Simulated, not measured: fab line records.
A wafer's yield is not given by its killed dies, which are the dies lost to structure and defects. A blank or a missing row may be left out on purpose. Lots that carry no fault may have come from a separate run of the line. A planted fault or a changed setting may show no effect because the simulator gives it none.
Which tool is to blame? ; flow sky130 ; 6 lots with 18 wafers sampled at 4 steps, on a route of 708 steps

== WHAT EACH GAUGE READ, for each wafer ==
SKY_NWELL_OVL_MEAS_10.
lot;measured;on;NWELL_00_OVL (nm)
L254;day 5 04:41;overlay-01;0.9 -0.3 0.6
L256;day 5 11:05;overlay-02;-1.6 -0.4 -2.6
L258;day 6 02:39;overlay-02;-2.8 -2.4 -4.2
L261;day 6 19:39;overlay-01;-1.3 1.4 -2.1
L270;day 8 22:54;overlay-01;-2.3 -1.8 -1.7
L274;day 10 11:05;overlay-01;-1.7 -0.8 0.7

== TOOL THAT RAN EACH LOT (tool first, then ch and the chambers of the sampled wafers, then the start) ==
lot;SKY_FIELD_ISO_ETCH_15;SKY_FIELD_ISO_STRIP_16;SKY_PWDE_STRIP_09
L254;rie diel-04 ch 0,1,2, day 2 14:48;plasma asher-01 ch 0,1, day 2 14:52;plasma asher-02 ch 0,1, day 4 10:50
L256;rie diel-01 ch 0,3, day 3 00:41;plasma asher-02 ch 0,1, day 3 00:45;plasma asher-02 ch 0,1, day 4 17:44
L258;rie diel-01 ch 0,1,2, day 3 14:35;plasma asher-02 ch 0,1, day 3 14:39;plasma asher-03 ch 0,1, day 5 07:56
L261;rie diel-03 ch 0,2, day 4 03:48;plasma asher-02 ch 0,1, day 4 03:52;plasma asher-03 ch 0,1, day 6 00:29
L270;rie diel-01 ch 0,2,3, day 6 03:44;plasma asher-04 ch 0,1, day 6 03:50;plasma asher-01 ch 0,1, day 8 00:46
L274;rie diel-04 ch 0,1,3, day 6 23:54;plasma asher-01 ch 0,1, day 6 23:58;plasma asher-01 ch 0,1, day 9 12:22
- SKY_FIELD_ISO_ETCH_15: etches the open film in CHF3/O2, stops on Si, target depth 180 nm, time 72 s.
- SKY_FIELD_ISO_STRIP_16: strips in O2/N2.
- SKY_PWDE_STRIP_09: strips in O2/N2.

== THE ANSWER, worked out from the rows above alone ==
Rule: the lots themselves supply what counts as usual. The widest of any qualifying gaps counts: lots, ordered by their means at a reading, are off when they make up no more than a third of the lots, leave a main group of 4 or more, and stand apart from it by 3 or more times the standard deviation of that group's means. If all means in a main group match to the digits the tables above print for the reading, that group is not used. Also off: a lot with no number at a reading for which 4 or more lots have one. All remaining lots with rows at the step are treated as sound.
No lot is off at any reading shown: from this, nothing can be told.

== WHAT HAD BEEN PUT IN BY THE SIMULATOR ==
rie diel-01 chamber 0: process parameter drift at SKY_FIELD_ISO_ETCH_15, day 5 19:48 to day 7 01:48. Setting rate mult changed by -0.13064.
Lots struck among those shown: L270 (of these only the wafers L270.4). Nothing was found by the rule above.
